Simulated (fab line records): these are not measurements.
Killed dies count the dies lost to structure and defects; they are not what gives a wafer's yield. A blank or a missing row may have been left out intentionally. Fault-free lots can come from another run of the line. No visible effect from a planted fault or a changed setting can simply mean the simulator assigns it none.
What tool caused it? / flow gf180mcu / 11 lots with 32 wafers sampled at 7 steps, on a route of 602 steps

== WHAT EACH GAUGE READ, for each wafer ==
GF_M5_CD_MEAS_07: the cd target is 280 nm.
lot=L325; measured=day 26 15:28; on=cdSem-02; cdNm (nm)=277.6 277.3 278.1
lot=L327; measured=day 26 20:40; on=cdSem-01; cdNm (nm)=279.3 279.2 279.1
lot=L328; measured=day 27 05:35; on=cdSem-02; cdNm (nm)=281.2 281.2 279.5
lot=L330; measured=day 27 17:49; on=cdSem-01; cdNm (nm)=278.8 278.7 278.1
lot=L333; measured=day 29 01:34; on=cdSem-02; cdNm (nm)=279.0 279.5 280.1
lot=L336; measured=day 29 15:52; on=cdSem-01; cdNm (nm)=279.1 279.0 279.7
lot=L339; measured=day 30 21:28; on=cdSem-01; cdNm (nm)=281.4 280.1 280.7
lot=L340; measured=day 30 23:04; on=cdSem-01; cdNm (nm)=280.2 280.8 280.1
lot=L341; measured=day 31 05:30; on=cdSem-01; cdNm (nm)=279.4 281.9 281.1
lot=L343; measured=day 31 13:33; on=cdSem-02; cdNm (nm)=280.7 281.2 280.3
lot=L345; measured=day 32 02:21; on=cdSem-01; cdNm (nm)=280.4 280.5 280.0 280.5

GF_M5_OVL_MEAS_08.
lot=L325; measured=day 26 15:34; on=overlay-02; M5_OVL (nm)=-14 -6 -9
lot=L327; measured=day 26 20:46; on=overlay-02; M5_OVL (nm)=1 -4 1
lot=L328; measured=day 27 05:41; on=overlay-01; M5_OVL (nm)=4 1 2
lot=L330; measured=day 27 17:54; on=overlay-01; M5_OVL (nm)=-2 1 -4
lot=L333; measured=day 29 01:39; on=overlay-02; M5_OVL (nm)=5 2 11
lot=L336; measured=day 29 15:59; on=overlay-01; M5_OVL (nm)=5 0 11
lot=L339; measured=day 30 21:35; on=overlay-01; M5_OVL (nm)=-5 -3 -5
lot=L340; measured=day 30 23:10; on=overlay-01; M5_OVL (nm)=4 -4 0
lot=L341; measured=day 31 05:37; on=overlay-01; M5_OVL (nm)=1 3 -2
lot=L343; measured=day 31 13:40; on=overlay-02; M5_OVL (nm)=-7 4 -1
lot=L345; measured=day 32 04:10; on=overlay-02; M5_OVL (nm)=1 -4

== WHICH TOOL RAN EACH LOT (tool, then ch and the chambers of the sampled wafers, then the start) ==
lot=L325; GF_M2_SPUTTER_00=pvdSputter-01, day 18 14:04; GF_M2_SPUTTER_03=pvdSputter-01, day 18 14:14; GF_M2_METAL_ETCH_16=rieMetal-01 ch 0, day 19 15:03; GF_V3_COAT_09=lithoTrack-01 ch 0, day 22 08:00; GF_V3_STRIP_18=plasmaAsher-03 ch 0,1, day 22 21:00
lot=L327; GF_M2_SPUTTER_00=pvdSputter-01, day 18 22:19; GF_M2_SPUTTER_03=pvdSputter-01, day 18 22:29; GF_M2_METAL_ETCH_16=rieMetal-02 ch 0,1, day 19 23:41; GF_V3_COAT_09=lithoTrack-01 ch 0, day 22 16:00; GF_V3_STRIP_18=plasmaAsher-03 ch 0,1, day 23 03:08
lot=L328; GF_M2_SPUTTER_00=pvdSputter-02, day 19 09:38; GF_M2_SPUTTER_03=pvdSputter-02, day 19 09:49; GF_M2_METAL_ETCH_16=rieMetal-04 ch 0,1, day 20 10:49; GF_V3_COAT_09=lithoTrack-01 ch 0, day 23 01:00; GF_V3_STRIP_18=plasmaAsher-01 ch 0,1, day 23 12:59
lot=L330; GF_M2_SPUTTER_00=pvdSputter-02, day 19 23:25; GF_M2_SPUTTER_03=pvdSputter-02, day 19 23:32; GF_M2_METAL_ETCH_16=rieMetal-01 ch 0,1, day 21 00:12; GF_V3_COAT_09=lithoTrack-02 ch 0, day 23 13:00; GF_V3_STRIP_18=plasmaAsher-03 ch 0,1, day 24 01:13
lot=L333; GF_M2_SPUTTER_00=pvdSputter-01, day 21 14:46; GF_M2_SPUTTER_03=pvdSputter-01, day 21 14:56; GF_M2_METAL_ETCH_16=rieMetal-04 ch 0,1, day 22 13:57; GF_V3_COAT_09=lithoTrack-02 ch 0, day 25 00:00; GF_V3_STRIP_18=plasmaAsher-03 ch 0,1, day 25 11:59
lot=L336; GF_M2_SPUTTER_00=pvdSputter-02, day 22 06:43; GF_M2_SPUTTER_03=pvdSputter-02, day 22 06:52; GF_M2_METAL_ETCH_16=rieMetal-01 ch 0,1, day 23 06:13; GF_V3_COAT_09=lithoTrack-02 ch 0, day 25 16:00; GF_V3_STRIP_18=plasmaAsher-03 ch 0,1, day 26 02:38
lot=L339; GF_M2_SPUTTER_00=pvdSputter-02, day 23 22:20; GF_M2_SPUTTER_03=pvdSputter-02, day 23 22:30; GF_M2_METAL_ETCH_16=rieMetal-01 ch 0,1, day 24 19:46; GF_V3_COAT_09=lithoTrack-04 ch 0, day 27 02:00; GF_V3_STRIP_18=plasmaAsher-01 ch 0,1, day 27 13:39
lot=L340; GF_M2_SPUTTER_00=pvdSputter-03, day 23 22:41; GF_M2_SPUTTER_03=pvdSputter-03, day 23 22:50; GF_M2_METAL_ETCH_16=rieMetal-04 ch 1, day 24 20:07; GF_V3_COAT_09=lithoTrack-04 ch 0, day 27 03:00; GF_V3_STRIP_18=plasmaAsher-03 ch 0, day 27 14:34
lot=L341; GF_M2_SPUTTER_00=pvdSputter-01, day 24 06:25; GF_M2_SPUTTER_03=pvdSputter-01, day 24 06:34; GF_M2_METAL_ETCH_16=rieMetal-04 ch 0,1, day 25 03:25; GF_V3_COAT_09=lithoTrack-02 ch 0, day 27 12:00; GF_V3_STRIP_18=plasmaAsher-01 ch 0,1, day 27 21:55
lot=L343; GF_M2_SPUTTER_00=pvdSputter-03, day 24 16:22; GF_M2_SPUTTER_03=pvdSputter-03, day 24 16:32; GF_M2_METAL_ETCH_16=rieMetal-01 ch 1, day 25 13:58; GF_V3_COAT_09=lithoTrack-02 ch 0, day 27 20:00; GF_V3_STRIP_18=plasmaAsher-03 ch 0,1, day 28 07:47
lot=L345; GF_M2_SPUTTER_00=pvdSputter-02, day 25 10:16; GF_M2_SPUTTER_03=pvdSputter-02, day 25 10:26; GF_M2_METAL_ETCH_16=rieMetal-04 ch 1, day 26 07:06; GF_V3_COAT_09=lithoTrack-02 ch 0, day 28 12:00; GF_V3_STRIP_18=plasmaAsher-03 ch 0, day 28 22:41
- GF_M2_SPUTTER_00: material Ti, target thk 37.5 nm, time 150 s.
- GF_M2_SPUTTER_03: material Ti, target thk 10 nm, time 6.7 s.
- GF_M2_METAL_ETCH_16: etches the open film in Cl2/BCl3, stops on SiO2, target depth 627.5 nm, time 104.6 s.
- GF_V3_COAT_09: resist thk 1000 nm.
- GF_V3_STRIP_18: strips in O2/N2.

== AS READ BY THE TOOLS THEMSELVES (means over the sampled wafers that have a number; for cases with no such wafer, the mark the record gives instead) ==
GF_M2_SPUTTER_00.
lot=L325; tool=pvdSputter-01; throttleValvePct (%)=30.3
lot=L327; tool=pvdSputter-01; throttleValvePct (%)=30.6
lot=L328; tool=pvdSputter-02; throttleValvePct (%)=30.7
lot=L330; tool=pvdSputter-02; throttleValvePct (%)=30.7
lot=L333; tool=pvdSputter-01; throttleValvePct (%)=30.0
lot=L336; tool=pvdSputter-02; throttleValvePct (%)=30.6
lot=L339; tool=pvdSputter-02; throttleValvePct (%)=30.2
lot=L340; tool=pvdSputter-03; throttleValvePct (%)=30.3
lot=L341; tool=pvdSputter-01; throttleValvePct (%)=30.6
lot=L343; tool=pvdSputter-03; throttleValvePct (%)=30.5
lot=L345; tool=pvdSputter-02; throttleValvePct (%)=30.3

GF_M2_SPUTTER_03.
lot=L325; tool=pvdSputter-01; throttleValvePct (%)=30.2
lot=L327; tool=pvdSputter-01; throttleValvePct (%)=30.6
lot=L328; tool=pvdSputter-02; throttleValvePct (%)=30.7
lot=L330; tool=pvdSputter-02; throttleValvePct (%)=30.7
lot=L333; tool=pvdSputter-01; throttleValvePct (%)=30.1
lot=L336; tool=pvdSputter-02; throttleValvePct (%)=30.6
lot=L339; tool=pvdSputter-02; throttleValvePct (%)=30.4
lot=L340; tool=pvdSputter-03; throttleValvePct (%)=30.3
lot=L341; tool=pvdSputter-01; throttleValvePct (%)=30.5
lot=L343; tool=pvdSputter-03; throttleValvePct (%)=30.5
lot=L345; tool=pvdSputter-02; throttleValvePct (%)=30.2

GF_M2_METAL_ETCH_16.
lot=L325; tool=rieMetal-01; drypumpMotorCurrentA (A)=6.1; oesProductAu (a.u.)=0.978; rfFwdPowerW (W)=796.0; throttleValvePct (%)=28.247
lot=L327; tool=rieMetal-02; drypumpMotorCurrentA (A)=5.7; oesProductAu (a.u.)=0.976; rfFwdPowerW (W)=797.3; throttleValvePct (%)=28.249
lot=L328; tool=rieMetal-04; drypumpMotorCurrentA (A)=5.4; oesProductAu (a.u.)=0.972; rfFwdPowerW (W)=795.1; throttleValvePct (%)=28.253
lot=L330; tool=rieMetal-01; drypumpMotorCurrentA (A)=6.1; oesProductAu (a.u.)=0.978; rfFwdPowerW (W)=795.3; throttleValvePct (%)=28.244
lot=L333; tool=rieMetal-04; drypumpMotorCurrentA (A)=5.6; oesProductAu (a.u.)=0.976; rfFwdPowerW (W)=795.5; throttleValvePct (%)=28.241
lot=L336; tool=rieMetal-01; drypumpMotorCurrentA (A)=6.2; oesProductAu (a.u.)=0.974; rfFwdPowerW (W)=792.3; throttleValvePct (%)=28.250
lot=L339; tool=rieMetal-01; drypumpMotorCurrentA (A)=6.2; oesProductAu (a.u.)=0.971; rfFwdPowerW (W)=795.0; throttleValvePct (%)=28.249
lot=L340; tool=rieMetal-04; drypumpMotorCurrentA (A)=5.1; oesProductAu (a.u.)=0.972; rfFwdPowerW (W)=794.2; throttleValvePct (%)=28.250
lot=L341; tool=rieMetal-04; drypumpMotorCurrentA (A)=5.4; oesProductAu (a.u.)=0.974; rfFwdPowerW (W)=794.2; throttleValvePct (%)=28.246
lot=L343; tool=rieMetal-01; drypumpMotorCurrentA (A)=6.2; oesProductAu (a.u.)=0.975; rfFwdPowerW (W)=793.7; throttleValvePct (%)=28.255
lot=L345; tool=rieMetal-04; drypumpMotorCurrentA (A)=5.1; oesProductAu (a.u.)=0.977; rfFwdPowerW (W)=795.2; throttleValvePct (%)=28.257

GF_V3_STRIP_18.
lot=L325; tool=plasmaAsher-03; drypumpMotorCurrentA (A)=5.81; heaterPowerW (W)=328; oesProductAu (a.u.)=0.585
lot=L327; tool=plasmaAsher-03; drypumpMotorCurrentA (A)=5.83; heaterPowerW (W)=342; oesProductAu (a.u.)=0.593
lot=L328; tool=plasmaAsher-01; drypumpMotorCurrentA (A)=5.83; heaterPowerW (W)=344; oesProductAu (a.u.)=0.595
lot=L330; tool=plasmaAsher-03; drypumpMotorCurrentA (A)=5.78; heaterPowerW (W)=330; oesProductAu (a.u.)=0.595
lot=L333; tool=plasmaAsher-03; drypumpMotorCurrentA (A)=5.84; heaterPowerW (W)=347; oesProductAu (a.u.)=0.591
lot=L336; tool=plasmaAsher-03; drypumpMotorCurrentA (A)=5.85; heaterPowerW (W)=346; oesProductAu (a.u.)=0.596
lot=L339; tool=plasmaAsher-01; drypumpMotorCurrentA (A)=5.79; heaterPowerW (W)=348; oesProductAu (a.u.)=0.593
lot=L340; tool=plasmaAsher-03; drypumpMotorCurrentA (A)=5.79; heaterPowerW (W)=317; oesProductAu (a.u.)=0.590
lot=L341; tool=plasmaAsher-01; drypumpMotorCurrentA (A)=5.84; heaterPowerW (W)=353; oesProductAu (a.u.)=0.592
lot=L343; tool=plasmaAsher-03; drypumpMotorCurrentA (A)=5.81; heaterPowerW (W)=347; oesProductAu (a.u.)=0.585
lot=L345; tool=plasmaAsher-03; drypumpMotorCurrentA (A)=5.78; heaterPowerW (W)=320; oesProductAu (a.u.)=0.579

== THE ANSWER, worked out from the rows above alone ==
Rule: usual is defined by the lots themselves. The widest of any qualifying gaps counts: lots, ordered by their means at a reading, are off when they make up no more than a third of the lots, leave a main group of 4 or more, and stand apart from it by 3 or more times the standard deviation of that group's means. A main group is skipped when, at the precision printed for the reading in the tables above, its means are all equal. A lot without any number at a reading at which 4 lots or more have one is off too. The other lots that the step has rows for count as sound. After the gauges, taken in route order, come the tools' own readings; for these a lot's mean is taken, as printed above. At the first step where some lot is off, the reading lying furthest off is the one used; lots without a number count as furthest.
No lot is off on any of the readings shown, so nothing can be concluded from this.

== WHAT THE SIMULATOR HAD INSERTED ==
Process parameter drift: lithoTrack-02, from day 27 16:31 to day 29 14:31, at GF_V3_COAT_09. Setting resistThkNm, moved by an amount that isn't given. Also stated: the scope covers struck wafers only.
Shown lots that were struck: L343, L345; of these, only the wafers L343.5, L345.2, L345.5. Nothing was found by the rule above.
